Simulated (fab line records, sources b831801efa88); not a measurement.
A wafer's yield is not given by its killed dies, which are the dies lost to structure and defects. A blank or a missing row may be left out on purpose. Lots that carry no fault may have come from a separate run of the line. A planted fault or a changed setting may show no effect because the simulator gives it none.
A lot that was struck, set against a sound lot	flow gf180mcu	17 steps out of a route of 602
Sound: the wafers L288.1, L288.2, L288.3. The struck wafers were L294.1, L294.2, L294.6. Last of all comes the cause.
For every step that has rows: the tool of each side, followed by ch and its chambers, followed by its first start. Under that, the readings that differ: sound wafers	struck wafers	difference of the means	sigmas: that difference in standard deviations of wafers without a fault.
alike: readings with means less than 2 such deviations apart, plus words and numbers identical on both sides. not compared: withheld readings, readings lacking a value on some wafer, bounds such as >300 that could conceal the same value, and numbers that have no deviation in the record and whose values overlap.
Wherever a step has rows on one side only, a row that says differs or no value, or a row with sigmas, the two part there. Numbers that don't overlap but have no deviation are shown without sigmas and don't part them. A reading missing from all wafers of one side parts the sides only when that side holds two or more wafers.

first, 4 steps without rows for these wafers: GF_M4_SOFTBAKE_10 (time 60 s); GF_M4_EXPOSE_11 (exposes mask Metal4, target cd 280 nm); GF_M4_PEB_12 (peb time 90 s); GF_M4_DEVELOP_13 (develop time 60 s).
GF_M4_CD_MEAS_14: the cd target is 280 nm.
  sound: cd sem-01 at day 27 15:05; struck: cd sem-01 at day 29 02:56
reading	sound	struck	difference	sigmas
cd nm (nm)	280.1 280.6 278.6	284.1 283.9 284.1	+4.3	+3
GF_M4_OVL_MEAS_15:
  sound: overlay-01 at day 27 15:13; struck: overlay-01 at day 29 03:03
  alike: M4_OVL
GF_M4_METAL_ETCH_16: etches the open film in Cl2/BCl3, stops on SiO2, target depth 627.5 nm, time 104.6 s.
  sound on rie metal-03 ch 0,1, day 27 15:14; struck on rie metal-03 ch 0,1, day 29 03:05
  alike: drypump motor current A, oes product au, throttle valve pct
  not compared: rf hours counter h
GF_M4_STRIP_17: strips in O2/N2.
  sound on plasma asher-03 ch 0,1, day 27 15:21; struck on plasma asher-04 ch 0,1, day 29 03:12
  alike: drypump motor current A, heater power w, oes product au, strip time to endpoint s
  not compared: rf hours counter h
then, 3 steps without rows for these wafers: GF_M4_STRIP_18 (strips in post etch residue remover, time 1200 s); GF_M4_CLEAN_19 (cleans in DIW); GF_V4_CVD_00 (deposits SiO2, target thk 600 nm, time 100 s).
GF_V4_THK_MEAS_01:
  sound: film metro-03 at day 27 16:02; struck: film metro-03 at day 29 03:49
  alike: V4_CVD_00_THK
GF_V4_CVD_02: deposits SiO2 from TEOS, target thk 850 nm, time 94.851 s.
  sound on pecvd-04 ch 0,1,2, day 27 16:06; struck on pecvd-04 ch 1,2, day 29 03:52
reading	sound	struck	difference	sigmas
susceptor temp C (C)	399.97 399.64 399.51	400.44 400.29 400.11	+0.57	+3
model.SiO2_of_V4_CVD_02.thk nm (nm)	848.8 853.2 849.7	792.2 775.2 784.1	-66.7	
  alike: heater power w
GF_V4_THK_MEAS_03:
  sound: film metro-04 at day 27 16:10; struck: film metro-02 at day 29 03:56
reading	sound	struck	difference	sigmas
V4_CVD_02_THK (nm)	849 853 850	792 775 784	-67	-7
GF_V4_CMP_04: polishes SiO2.
  sound on cmp-01 ch 0,2,3, day 27 16:17; struck on cmp-02 ch 0,1, day 29 04:00
reading	sound	struck	difference	sigmas
time to endpoint s (s)	81 84 85	63 54 61	-24	-4
  alike: head pressure psi, motor current A
GF_V4_BOW_MEAS_05:
  sound: film metro-02 at day 27 16:32; struck: film metro-02 at day 29 04:18
  alike: V4_BOW
GF_PASSIVATION_PROBE_99:
  the record holds rows for the sound wafers here (prober-02, day 32 12:50) but none for the struck ones

## WHERE THEY PART
Earliest at GF_M4_CD_MEAS_14; latest, in this record, at GF_PASSIVATION_PROBE_99.

WHY: what the simulator had put in
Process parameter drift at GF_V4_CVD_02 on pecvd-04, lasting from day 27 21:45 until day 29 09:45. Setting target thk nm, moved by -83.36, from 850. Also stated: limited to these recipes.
